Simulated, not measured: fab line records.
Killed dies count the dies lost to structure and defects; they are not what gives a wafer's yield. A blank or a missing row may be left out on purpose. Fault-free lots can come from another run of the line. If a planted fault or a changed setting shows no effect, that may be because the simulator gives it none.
A single fault, viewed from 2 desks | flow sky130 | each desk holds nothing but its own numbers, with what lay behind them at the end

THE METROLOGY DESK
What the gauges read for every lot (on any tool): the sampled wafers with a number, averaged. Any lot whose mean is over 4 standard deviations away from the usual mean is out of limits and marked OUT; that distance is given in the brackets.
Columns: A = VT_ADJUST_HVTR_OVL at SKY_VT_ADJUST_HVTR_OVL_MEAS_08, usual -0.9 nm; B = SONOS_TUNNEL_TW at SKY_SONOS_TUNNEL_TW_MEAS_12, usual 195; C = SONOS_ONO_OVL at SKY_SONOS_ONO_OVL_MEAS_14, usual -0.3 nm; D = GATE_OXIDE_OXIDATION_00_THK at SKY_GATE_OXIDE_THK_MEAS_02, usual 10.26 nm
lot  | first seen here | A    | B   | C    | D
L287 | day 9 08:16     | 0.7  | 196 | -2.3 | 9.88
L289 | day 9 22:10     | -1.4 | 195 | 0.6  | 10.17
L293 | day 11 03:28    | -2.5 | 200 | -2.2 | 10.56
L294 | day 11 12:22    | 0.5  | 190 | -0.1 | 10.25
L295 | day 11 20:34    | -0.7 | 190 | -0.9 | 10.07
L296 | day 12 13:43    | -1.0 | 188 | -1.7 | 10.13
L298 | day 12 18:04    | 1.1  | 199 | -0.3 | 10.08
L301 | day 14 17:40    | -1.3 | 196 | -1.0 | 12.44 (+11) OUT
L303 | day 14 20:37    | -1.1 | 200 | -0.2 | 10.55
L302 | day 14 21:34    | 0.8  | 192 | -2.1 | 10.30
L304 | day 15 02:45    | 0.6  | 196 | 0.7  | 12.55 (+11) OUT
L305 | day 15 06:33    | -2.4 | 196 | -0.6 | 12.51 (+11) OUT
L310 | day 16 21:42    | -2.7 | 192 | -1.1 | 10.50
This desk reports L301, L304, L305 out of limits; the earliest was L301 at day 18 18:10 (GATE_OXIDE_OXIDATION_00_THK at SKY_GATE_OXIDE_THK_MEAS_02). In limits: L287, L289, L293, L294, L295, L296, L298, L303, L302, L310.

DESK OF THE TOOL OWNER: furnace-02
The tool's own readings at SKY_GATE_OXIDE_OXIDATION_01 (stabilise 600 s, purge 300 s, target thk 10.268 nm): means of the sampled wafers that have a number, for each lot that ran on this tool. Any lot whose mean is over 4 standard deviations away from the usual mean is out of limits and marked OUT; that distance is given in the brackets.
Columns: A = zonePowerUpperPct at SKY_GATE_OXIDE_OXIDATION_01, usual 23 %
lot  | first seen here | A
L287 | day 12 09:23    | 25
L293 | day 14 16:55    | 25
L294 | day 15 01:09    | 25
L295 | day 15 08:26    | 25
L296 | day 16 02:58    | 25
L298 | day 16 09:07    | 25
L301 | day 18 16:44    | 25
L304 | day 18 21:27    | 25
L305 | day 19 03:37    | 25
This desk's finding: nothing out of limits on any of the 9 lots.

TAKEN TOGETHER
The metrology desk could have raised an alarm at day 18 18:10, on L301, L304, L305.
The desk of the tool owner found nothing out of limits.
On record at the tool owner's desk: L301, L304, L305, within its limits.
The lots listed all ran SKY_GATE_OXIDE_OXIDATION_01 on furnace-02.

WHAT THE SIMULATOR PUT IN
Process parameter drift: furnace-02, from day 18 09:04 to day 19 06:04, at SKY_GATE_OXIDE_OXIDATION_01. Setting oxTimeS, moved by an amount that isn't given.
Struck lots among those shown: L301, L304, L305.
Per desk, hours elapsed from the start of the fault to the first reading out of limits: for the metrology desk, 9.
